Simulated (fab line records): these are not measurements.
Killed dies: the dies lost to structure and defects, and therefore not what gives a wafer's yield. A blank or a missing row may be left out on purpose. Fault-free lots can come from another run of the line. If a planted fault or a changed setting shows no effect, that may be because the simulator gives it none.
Chamber matching -- flow gf180mcu -- GF_V3_CMP_26 on cmp-01 has 4 sister chambers
The step polishes, stops on SiO2, t overpolish 15 s, target thk 0 nm. 16 wafers are shown with their chamber, then 8 later ones without.

== WAFERS WITH THEIR CHAMBER ==
wafer,chamber,motor_current_A (A),time_to_endpoint_s (s),retaining_ring_pressure_frac
L425.1,0,10.6,87,0.996
L425.3,2,12.3,83,1.004
L425.6,0,10.5,89,0.993
L427.1,0,11.1,95,0.998
L427.2,2,12.1,85,0.999
L427.5,2,11.9,85,0.992
L433.2,3,11.3,86,1.007
L433.4,1,11.5,87,0.992
L433.5,2,12.0,81,0.997
L439.1,1,12.5,82,0.998
L439.2,3,11.9,84,0.999
L439.3,2,11.6,79,0.999
L440.3,2,11.1,77,0.989
L440.4,3,11.2,79,1.007
L440.5,1,12.1,82,1.000
L443.1,0,10.3,91,0.999

SIGNATURES (averages over the wafers above)
reading,chamber 0,chamber 1,chamber 2,chamber 3,scatter within a chamber
motor_current_A,10.625,12.033,11.833,11.467,0.414
time_to_endpoint_s,90.50,83.67,81.67,83.00,3.3
retaining_ring_pressure_frac,0.99650,0.99667,0.99667,1.00433,0.00451
Rule: distance of a wafer from a chamber = root of the sum over the readings of ((wafer's reading minus chamber's mean) / reading's scatter) squared. The wafer belongs to the nearest chamber; if the next one is less than 2 further off, it can't be placed. How the scatter is found: for the shown wafers, subtract from each reading the mean of its chamber, square and add these, divide the total by (wafers less chambers), then take the root.

== WAFERS MISSING THEIR CHAMBER ==
wafer,motor_current_A (A),time_to_endpoint_s (s),retaining_ring_pressure_frac
L443.2,11.1,81,1.008
L443.5,11.6,90,1.000
L444.1,11.6,90,1.005
L444.2,10.2,90,0.996
L444.3,11.7,87,0.999
L445.1,10.5,81,0.994
L445.3,12.3,82,1.006
L445.4,11.5,73,0.989

== THE CHAMBER EACH PASSED THROUGH ==
wafer,from the rows above,in truth
L443.2,can't be placed: 3 or 2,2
L443.5,can't be placed: 1 or 3 or 0 or 2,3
L444.1,can't be placed: 3 or 1 or 0 or 2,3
L444.2,0,0
L444.3,can't be placed: 1 or 2 or 3 or 0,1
L445.1,can't be placed: 0 or 2 or 3 or 1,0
L445.3,can't be placed: 3 or 1 or 2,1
L445.4,can't be placed: 2 or 1 or 3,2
Placed correctly: 1 of 8. From these rows, 7 cannot be placed; in 7 the true chamber is one of the candidates. Wrongly placed: 0.
